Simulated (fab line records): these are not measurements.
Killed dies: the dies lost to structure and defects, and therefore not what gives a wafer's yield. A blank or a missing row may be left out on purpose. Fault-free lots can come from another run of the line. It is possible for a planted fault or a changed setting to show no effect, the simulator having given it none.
fab line records    flow gf180mcu
[record] lots = 12  wafers = 36  last_day = 33
route steps=602 shown LVPWELL@56 M1@321 V1@361 V2@404
lots that met no fault: taken from a fault-free run of the same line
start_h: the number of hours between the record's first day and the start of the first shown wafer of the lot    wait_h: hours since the lot's step before    " repeats the value in the row above    L1.1+2: several wafers, shown together as one row    - no value present, or no start provided    * or withheld: withheld    < > ~ a bound
route shown NAME@n: names a module that has steps shown in the file, with the first one's number in the route    usual: average and standard deviation across the fault-free wafers    same: alike in all rows    chamber/n: place in a boat    sites: per-site readings    _std_site: standard deviation of those values    _edge_site: outer sites' mean less inner sites'    radius_mm: how far each site lies from the wafer's centre    mask NAME#n: copy n    behind: the most recent tool/chamber to have shaped the wafer    hold: why the lot went on hold/how many hours it stayed there/how the hold came to an end    device: the transistor (n, p or np) that didn't switch    end of line: the tests these same wafers got at the end of their route    a step with no rows: only its recipe    killed: dies lost to structure and defects at the first sort, not the wafer's yield    map: dies across one wafer; x = killed, . = not, _ = none there
set.NAME: the run value of the setting; set.NAME@STEP: its run value at that earlier step    model.NAME: the simulator's own value behind a step, which no gauge read
route steps across a sampled set of lots; one table per step, one row per wafer
services: when a tool's chamber went out of use (start_h, in hours from the record's first day, below 0 if earlier), for how many hours, and the reason
[[steps]]
[step GF_LVPWELL_COAT_02]
[recipe] spin_rpm = 2000  resist_thk_nm = 3000
[usual] chill_plate_temp_C = 23.01/0.11  spin_speed_rpm = 2000.2/1.4
lot.wafer  tool            chamber  start_h  wait_h  chill_plate_temp_C  spin_speed_rpm
L433.3     litho_track-01  0        65.03    0.1     23.06               1999.5
L433.4     "               0        "        "       23.12               1999.6
L433.6     "               0        "        "       23.02               2000.0
L434.1     litho_track-01  0        68.38    0.1     22.92               2000.5
L434.2     "               0        "        "       22.94               1998.6
L434.4     "               0        "        "       23.04               1997.8
L437.2     litho_track-03  0        86.66    0.1     23.13               1999.5
L437.4     "               0        "        "       23.21               1998.5
L437.5     "               0        "        "       23.14               2000.2
L440.1     litho_track-03  0        100.73   0.1     23.19               1999.1
L440.5     "               0        "        "       23.17               1998.2
L440.6     "               0        "        "       23.07               2002.1
L441.1     litho_track-03  0        106.08   0.1     23.09               1999.8
L441.4     "               0        "        "       22.95               2001.3
L441.5     "               0        "        "       23.00               2001.5
L443.3     litho_track-01  0        118.18   0.1     22.97               2000.4
L443.4     "               0        "        "       23.09               2000.5
L443.6     "               0        "        "       22.84               2000.2
L444.4     litho_track-01  0        124.31   0.1     23.04               1999.7
L444.5     "               0        "        "       23.08               1998.2
L444.6     "               0        "        "       23.17               1998.1
L446.2     litho_track-01  0        136.46   0.1     23.06               1961.5
L446.3     "               0        "        "       23.24               1962.2
L446.5     "               0        "        "       22.92               1963.6
L447.1     litho_track-02  0        138.89   0.1     23.01               2000.5
L447.4     "               0        "        "       22.99               2000.3
L447.6     "               0        "        "       23.01               2001.3
L448.1     litho_track-02  0        146.24   0.1     23.09               1998.3
L448.2     "               0        "        "       23.15               1998.2
L448.4     "               0        "        "       23.27               1999.6
L449.2     litho_track-01  0        150.16   0.1     23.00               1963.2
L449.5     "               0        "        "       22.90               1960.8
L449.6     "               0        "        "       22.82               1963.1
L450.2     litho_track-01  0        156.76   0.1     23.02               1962.7
L450.4     "               0        "        "       22.97               1961.5
L450.5     "               0        "        "       23.02               1962.1
[step GF_LVPWELL_STRIP_10]
[recipe] chemistry = O2/N2  power_w = 1400  pressure_mtorr = 1500  platen_temp_c = 250  o2_flow_sccm = 3000  n2_flow_sccm = 300  overash_fraction = 0.5
[usual] drypump_motor_current_A = 5.7/0.46  heater_power_w = 310/25  n2_flow_sccm = 300.0/0.85  oes_product_au = 0.723/0.0046  strip_time_to_endpoint_s = 36.99/0.12
lot.wafer  tool             chamber  start_h  wait_h  drypump_motor_current_A  heater_power_w  n2_flow_sccm  oes_product_au  rf_hours_counter_h  strip_time_to_endpoint_s
L433.3     plasma_asher-02  1        72.55    0.1     6.1                      273             298.9         0.723           -                   36.98
L433.4     "                0        "        "       6.4                      316             299.6         0.722           -                   37.02
L433.6     "                0        "        "       6.4                      310             300.6         0.726           -                   36.96
L434.1     plasma_asher-01  1        75.13    0.1     5.3                      282             300.1         0.727           40                  37.04
L434.2     "                0        "        "       5.2                      313             300.0         0.729           40                  37.08
L434.4     "                1        "        "       5.2                      295             299.5         0.720           -                   37.02
L437.2     plasma_asher-02  1        94.33    0.1     6.2                      273             299.1         0.727           28                  37.05
L437.4     "                0        "        "       6.4                      313             301.2         0.724           -                   37.07
L437.5     "                0        "        "       6.4                      327             301.4         0.727           -                   37.09
L440.1     plasma_asher-04  0        108.53   0.1     5.7                      328             300.1         0.727           49                  37.01
L440.5     "                0        "        "       5.7                      324             300.4         0.718           -                   36.92
L440.6     "                1        "        "       5.5                      341             300.2         0.724           -                   36.82
L441.1     plasma_asher-02  0        114.18   0.1     6.4                      314             300.5         0.725           30                  36.89
L441.4     "                0        "        "       6.4                      327             300.3         0.734           -                   36.88
L441.5     "                1        "        "       6.2                      267             300.0         0.726           -                   36.86
L443.3     plasma_asher-04  0        126.55   0.1     5.7                      332             300.5         0.720           -                   37.04
L443.4     "                1        "        "       5.5                      352             300.2         0.724           -                   36.93
L443.6     "                1        "        "       5.5                      347             300.8         0.732           -                   36.91
L444.4     plasma_asher-02  0        132.00   0.1     6.4                      310             299.7         0.729           -                   36.91
L444.5     "                1        "        "       6.2                      267             299.5         0.723           -                   36.90
L444.6     "                0        "        "       6.4                      315             301.3         0.727           -                   36.96
L446.2     plasma_asher-01  1        144.57   0.1     5.2                      281             299.2         0.728           3                   37.56
L446.3     "                1        "        "       5.3                      289             299.9         0.726           -                   37.51
L446.5     "                1        "        "       5.2                      283             299.2         0.727           -                   37.54
L447.1     plasma_asher-04  1        147.57   0.1     5.5                      346             299.2         0.723           53                  36.99
L447.4     "                0        "        "       5.7                      334             299.1         0.719           -                   36.91
L447.6     "                0        "        "       5.7                      331             299.9         0.726           -                   36.94
L448.1     plasma_asher-02  1        154.17   0.1     6.2                      277             300.3         0.718           34                  36.92
L448.2     "                0        "        "       6.4                      307             300.7         0.712           34                  36.71
L448.4     "                0        "        "       6.4                      310             300.8         0.716           -                   36.80
L449.2     plasma_asher-04  0        158.12   0.1     5.7                      338             298.8         0.726           54                  37.51
L449.5     "                1        "        "       5.5                      352             301.0         0.725           -                   37.34
L449.6     "                0        "        "       5.7                      330             299.5         0.723           -                   37.28
L450.2     plasma_asher-02  1        165.62   0.1     6.2                      278             300.7         0.726           35                  37.27
L450.4     "                1        "        "       6.2                      267             301.0         0.727           -                   37.01
L450.5     "                1        "        "       6.2                      269             299.2         0.728           -                   37.07
[step GF_M1_THK_MEAS_06]
[recipe] thk_meas_gauge = xrf  reads = AlCu_of_M1_SPUTTER_02
[usual] M1_ALCU_THK = 445/4.8
lot.wafer  tool           chamber  start_h  wait_h  M1_ALCU_THK[nm]
L433.3     film_metro-01  -        364.01   0.1     446
L433.4     "              -        "        "       438
L433.6     "              -        "        "       445
L434.1     film_metro-01  -        374.60   0.1     445
L434.2     "              -        "        "       450
L434.4     "              -        "        "       444
L437.2     film_metro-01  -        409.88   0.1     443
L437.4     "              -        "        "       444
L437.5     "              -        "        "       447
L440.1     film_metro-04  -        426.52   0.1     440
L440.5     "              -        "        "       440
L440.6     "              -        "        "       442
L441.1     film_metro-04  -        432.27   0.1     453
L441.4     "              -        "        "       454
L441.5     "              -        "        "       444
L443.3     film_metro-04  -        455.80   0.1     449
L443.4     "              -        "        "       445
L443.6     "              -        "        "       447
L444.4     film_metro-01  -        464.49   0.1     449
L444.5     "              -        "        "       452
L444.6     "              -        "        "       450
L446.2     film_metro-02  -        482.38   0.1     444
L446.3     "              -        "        "       443
L446.5     "              -        "        "       442
L447.1     film_metro-01  -        489.62   0.1     456
L447.4     "              -        "        "       452
L447.6     "              -        "        "       453
L448.1     film_metro-02  -        495.41   0.1     442
L448.2     "              -        "        "       443
L448.4     "              -        "        "       443
L449.2     film_metro-04  -        503.83   0.1     449
L449.5     "              -        "        "       446
L449.6     "              -        "        "       445
L450.2     film_metro-04  -        516.57   0.1     446
L450.4     "              -        "        "       447
L450.5     "              -        "        "       439
[step GF_V1_CMP_26]
[recipe] stop_on = SiO2  down_force_psi = 3.5  platen_rpm = 60  t_overpolish_s = 15  target_thk_nm = 0  pad_velocity_m_s = 0.94248
[usual] motor_current_A = 11.0/0.73  overpolish_run_s = 15.000/0.0089  time_to_endpoint_s = 84.1/2.9
lot.wafer  tool    chamber  start_h  wait_h  motor_current_A  overpolish_run_s  time_to_endpoint_s
L433.3     cmp-02  1        412.43   0.0     11.1             14.997            83.0
L433.4     "       0        "        "       11.5             14.986            83.3
L433.6     "       2        "        "       10.2             15.022            78.5
L434.4     cmp-02  1        422.97   0.0     12.1             14.998            78.4
L434.1     "       2        "        "       9.9              15.011            77.6
L434.2     "       3        "        "       10.7             15.001            79.2
L437.4     cmp-02  0        460.28   0.0     12.6             14.994            89.2
L437.2     "       3        "        "       10.1             14.994            85.4
L437.5     "       0        "        "       11.8             15.009            90.1
L440.1     cmp-01  3        478.99   0.1     10.7             15.003            81.7
L440.5     "       3        "        "       11.1             15.003            83.9
L440.6     "       0        "        "       10.7             14.995            82.1
L441.1     cmp-02  3        483.29   0.1     11.0             14.995            85.1
L441.4     "       0        "        "       11.8             15.010            89.5
L441.5     "       2        "        "       10.0             15.000            86.7
L443.3     cmp-02  2        506.77   0.0     10.4             15.008            85.9
L443.4     "       0        "        "       12.2             14.998            88.6
L443.6     "       2        "        "       10.4             15.010            85.4
L444.4     cmp-02  0        515.07   0.2     11.8             14.984            87.5
L444.6     "       1        "        "       11.5             14.994            82.8
L444.5     "       2        "        "       11.0             15.002            81.5
L446.3     cmp-02  2        532.08   0.0     10.9             15.009            80.4
L446.2     "       0        "        "       12.1             14.994            86.4
L446.5     "       3        "        "       11.6             15.002            87.2
L447.4     cmp-01  1        539.27   0.1     11.8             14.999            86.0
L447.1     "       2        "        "       9.8              15.003            84.5
L447.6     "       0        "        "       10.6             15.015            82.0
L448.1     cmp-02  1        543.59   0.1     11.0             14.986            79.1
L448.4     "       2        "        "       10.0             14.991            80.5
L448.2     "       0        "        "       11.9             15.000            84.2
L449.2     cmp-01  0        552.48   0.1     10.8             14.988            84.2
L449.6     "       3        "        "       10.4             15.006            83.0
L449.5     "       0        "        "       9.8              14.999            81.4
L450.4     cmp-01  3        565.60   0.0     11.2             14.983            87.3
L450.2     "       1        "        "       12.0             15.001            85.8
L450.5     "       3        "        "       11.0             14.982            82.7
[step GF_V2_SPUTTER_22]
[recipe] material = TiN  target_thk_nm = 10  chamber_pressure_pa = 5  power_w = 4000  time_s = 40
[usual] chamber_pressure_pa = 4.999/0.01  throttle_valve_pct = 30.2/1.3
lot.wafer  tool            chamber  start_h  wait_h  chamber_pressure_pa  throttle_valve_pct
L433.3     pvd_sputter-04  -        464.37   0.0     4.994                31.8
L433.4     "               -        "        "       5.004                27.9
L433.6     "               -        "        "       5.000                31.6
L434.1     pvd_sputter-04  -        474.56   0.0     5.003                31.5
L434.2     "               -        "        "       4.995                30.3
L434.4     "               -        "        "       5.004                28.0
L437.2     pvd_sputter-01  -        511.84   0.0     5.020                27.8
L437.4     "               -        "        "       5.006                29.4
L437.5     "               -        "        "       5.004                31.9
L440.1     pvd_sputter-03  -        528.60   0.0     4.996                30.0
L440.5     "               -        "        "       5.002                31.3
L440.6     "               -        "        "       4.993                30.2
L441.1     pvd_sputter-04  -        532.44   0.0     5.004                30.5
L441.4     "               -        "        "       4.989                31.2
L441.5     "               -        "        "       5.004                31.4
L443.3     pvd_sputter-03  -        555.05   0.0     4.997                30.4
L443.4     "               -        "        "       4.979                30.0
L443.6     "               -        "        "       4.997                30.4
L444.4     pvd_sputter-04  -        563.72   0.0     4.987                28.0
L444.5     "               -        "        "       5.006                30.3
L444.6     "               -        "        "       4.997                31.2
L446.2     pvd_sputter-04  -        579.09   0.0     5.009                31.5
L446.3     "               -        "        "       4.990                31.2
L446.5     "               -        "        "       4.994                27.6
L447.1     pvd_sputter-04  -        586.04   0.0     4.992                31.7
L447.4     "               -        "        "       4.998                27.9
L447.6     "               -        "        "       4.998                31.5
L448.1     pvd_sputter-04  -        590.81   0.0     4.999                30.4
L448.2     "               -        "        "       5.001                31.8
L448.4     "               -        "        "       4.992                31.6
L449.2     pvd_sputter-04  -        598.24   0.0     5.002                28.1
L449.5     "               -        "        "       5.001                30.3
L449.6     "               -        "        "       5.011                31.3
L450.2     pvd_sputter-03  -        611.32   0.0     4.998                31.2
L450.4     "               -        "        "       5.007                29.9
L450.5     "               -        "        "       5.000                31.2
[[services]]
tool             chamber  start_h  hours  kind
pvd_sputter-04   -        60.92    6.9    repair
cmp-02           -        62.91    3.7    pm
pvd_sputter-04   -        63.42    1.4    repair
cmp-01           -        64.44    4.0    pm
plasma_asher-04  -        65.88    0.6    repair
pvd_sputter-04   -        69.51    1.3    repair
plasma_asher-04  -        84.36    0.7    repair
plasma_asher-02  -        93.58    0.4    repair
plasma_asher-02  -        95.53    2.8    repair
cmp-01           -        123.55   0.3    repair
plasma_asher-04  -        181.34   2.8    pm
pvd_sputter-04   -        201.28   19.5   repair
cmp-02           -        230.62   2.7    repair
cmp-02           -        233.28   4.0    pm
cmp-02           -        308.87   0.8    repair
cmp-02           -        361.76   0.5    repair
cmp-02           -        367.26   4.6    pm
cmp-02           -        404.82   1.9    repair
cmp-02           -        442.73   5.3    repair
cmp-02           -        446.33   1.1    repair
cmp-02           -        489.92   1.1    repair
cmp-02           -        517.84   1.6    repair
cmp-02           -        527.60   1.7    repair
cmp-02           -        573.31   4.0    pm
[[key]]
[first_sign] step = GF_LVPWELL_COAT_02  reading = spin_speed_rpm  direction = down  sigmas = 27  usual = *  struck = *
[effect] step = GF_LVPWELL_STRIP_10  reading = strip_time_to_endpoint_s  direction = up  sigmas = 2.9  usual = *  struck = *
met_at GF_LVPWELL_COAT_02
struck_lots L446,L449,L450
tester_left_out L446,L449,L450
not_acting_at GF_M1_THK_MEAS_06,GF_V1_CMP_26,GF_V2_SPUTTER_22
onset_between 124.31 136.46
[fault] kind = process_parameter_drift  tool = litho_track-01  chamber = -  onset_h = 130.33  steps = GF_LVPWELL_COAT_02  channel = spin_rpm  offset = *  shape = step  end_h = 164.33  acts_in = *  stated = *
// tester_left_out: of these lots the tester's yield and bins aren't shown, on N5 and GAA mostly nor the transistor test; their killed dies are dies lost to structure and defects alone, not to doping, threshold or leakage, so they don't give the yield
